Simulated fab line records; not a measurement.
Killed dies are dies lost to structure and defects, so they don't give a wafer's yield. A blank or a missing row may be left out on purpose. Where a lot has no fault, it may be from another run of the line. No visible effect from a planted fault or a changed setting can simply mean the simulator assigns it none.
What tool caused it? -- flow sky130 -- 10 lots, 30 wafers sampled, at 4 steps of a route of 708

## WHAT EACH GAUGE READ, for each wafer
SKY_POLY_GATE_THK_MEAS_21.
lot,measured,on,POLY_GATE_OXIDATION_THK (nm)
L197,day 16 12:13,film-metro-04,3.99 4.01 3.91
L199,day 17 11:26,film-metro-03,3.88 3.91 3.92
L201,day 18 02:52,film-metro-04,4.00 3.89 3.96
L200,day 18 04:56,film-metro-03,3.97 3.98 3.96
L204,day 19 06:38,film-metro-02,3.86 3.93 3.92
L205,day 19 07:28,film-metro-03,4.01 3.94 4.12
L206,day 19 15:56,film-metro-02,3.96 4.01 3.91
L208,day 20 12:43,film-metro-04,3.89 3.87 3.97
L212,day 21 19:02,film-metro-04,3.91 3.87 3.97
L213,day 22 12:14,film-metro-03,4.06 4.08 4.03

SKY_LDD_HVN_TW_MEAS_10.
lot,measured,on,LDD_HVN_TW
L197,day 20 08:19,film-metro-04,1432 1438 1443
L199,day 21 09:11,film-metro-04,1426 1434 1431
L201,day 22 01:07,film-metro-02,1442 1431 1438
L200,day 22 02:40,film-metro-03,1454 1449 1456
L204,day 23 05:17,film-metro-02,1454 1446 1451
L205,day 23 05:34,film-metro-02,1456 1449 1450
L206,day 23 12:22,film-metro-04,1428 1426 1425
L208,day 24 09:13,film-metro-03,1455 1455 1461
L212,day 25 14:01,film-metro-02,1452 1443 1446
L213,day 26 06:25,film-metro-02,1440 1440 1446

SKY_SPACER_THK_MEAS_01.
lot,measured,on,SPACER_CVD_00_THK (nm)
L197,day 22 22:44,film-metro-01,42.7 42.6 42.5
L199,day 24 00:07,film-metro-01,42.6 42.8 42.6
L201,day 24 16:37,film-metro-03,42.6 42.6 42.9
L200,day 24 17:50,film-metro-04,43.6 43.3 43.3
L204,day 25 18:59,film-metro-04,43.0 43.0 43.0
L205,day 25 20:47,film-metro-01,42.5 42.7 42.9
L206,day 26 02:49,film-metro-01,43.7 43.0 43.1
L208,day 26 23:19,film-metro-04,43.1 43.1 43.1
L212,day 28 01:41,film-metro-01,38.7 39.1 39.1 38.8 39.2 39.1
L213,day 28 17:28,film-metro-04,39.5 38.6 39.0 39.5 38.6 39.0

## EACH LOT AND THE TOOL THAT RAN IT (in order: tool; ch and the chambers of the sampled wafers; start)
lot,SKY_SPACER_CVD_00
L197,"lpcvd-02 ch 0, day 22 21:31"
L199,"lpcvd-02 ch 0, day 23 22:53"
L201,"lpcvd-02 ch 0, day 24 15:25"
L200,"lpcvd-02 ch 1, day 24 16:37"
L204,"lpcvd-02 ch 0, day 25 17:10"
L205,"lpcvd-02 ch 1, day 25 18:59"
L206,"lpcvd-02 ch 0, day 26 01:37"
L208,"lpcvd-02 ch 1, day 26 21:31"
L212,"lpcvd-02 ch 0, day 28 00:28"
L213,"lpcvd-02 ch 0, day 28 16:14"
- SKY_SPACER_CVD_00: deposits Si3N4 from DCS/NH3, target thk 43.1 nm, time 740 s.

## WHAT THE TOOLS THEMSELVES READ (means of the sampled wafers that have a number; where no wafer has one, the mark that the record gives instead)
SKY_SPACER_CVD_00.
lot,tool,spike-tc-centre-C (C),spike-tc-lower-C (C),spike-tc-top-C (C),spike-tc-upper-C (C),susceptor-temp-C (C),zone-power-lower-pct (%)
L197,lpcvd-02,772.2,770.1,787.0,768.0,770.2,11.3
L199,lpcvd-02,772.5,769.8,786.8,769.4,770.0,11.3
L201,lpcvd-02,772.0,770.9,786.1,768.5,770.3,11.4
L200,lpcvd-02,771.4,769.2,788.0,770.1,769.6,13.9
L204,lpcvd-02,772.6,771.0,786.5,770.0,770.5,11.3
L205,lpcvd-02,770.1,769.0,786.7,770.0,770.1,13.8
L206,lpcvd-02,772.0,771.5,786.8,769.9,770.0,11.5
L208,lpcvd-02,772.1,768.3,787.3,770.2,770.2,13.8
L212,lpcvd-02,767.4,766.1,783.0,765.4,765.5,11.2
L213,lpcvd-02,767.9,765.3,782.7,764.8,765.3,11.2

## THE ANSWER, worked out from the rows above alone
Rule: what is usual is taken from the lots themselves. The widest of any qualifying gaps counts: lots, ordered by their means at a reading, are off when they make up no more than a third of the lots, leave a main group of 4 or more, and stand apart from it by 3 or more times the standard deviation of that group's means. If all means in a main group match to the digits the tables above print for the reading, that group is not used. Also off: a lot with no number at a reading for which 4 or more lots have one. The other lots that the step has rows for count as sound. First the gauges in route order, then the tools' own readings, where a lot's mean is used as printed above. At the first step where some lot is off, the reading lying furthest off is the one used; lots without a number count as furthest.
Off: at SKY_SPACER_THK_MEAS_01 (SPACER_CVD_00_THK), L212, L213. The main group has a mean of 42.9 nm with a standard deviation of 0.29.
A tool fits if, at a process step before that reading, it ran every lot that is off, and no sound lot after the first of them. Not tried: the gauges at SKY_SPACER_THK_MEAS_01; whatever is off there is also off at SKY_SPACER_CVD_00, on other tools, and gauge error can't account for it. One candidate fits, namely lpcvd-02 at SKY_SPACER_CVD_00. A fault onset in the window from L208 (day 26 21:31, its last sound lot) to L212 (day 28 00:28, its first lot off) fits.
The tool's own readings at SKY_SPACER_CVD_00 bear it out: on the lots that are off they differ by more than 5 times the standard deviation of the sound lots' means. spike-tc-centre-C reads 767.6 C there against 771.9 C on the sound lots; spike-tc-top-C reads 782.9 C there against 786.9 C on the sound lots; spike-tc-upper-C reads 765.1 C there against 769.5 C on the sound lots; susceptor-temp-C reads 765.4 C there against 770.1 C on the sound lots.

## WHAT THE SIMULATOR PUT IN
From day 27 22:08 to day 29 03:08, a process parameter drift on lpcvd-02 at SKY_SPACER_CVD_00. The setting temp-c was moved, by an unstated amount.
Lots struck among those shown: L212, L213. The rule above reached the same finding.
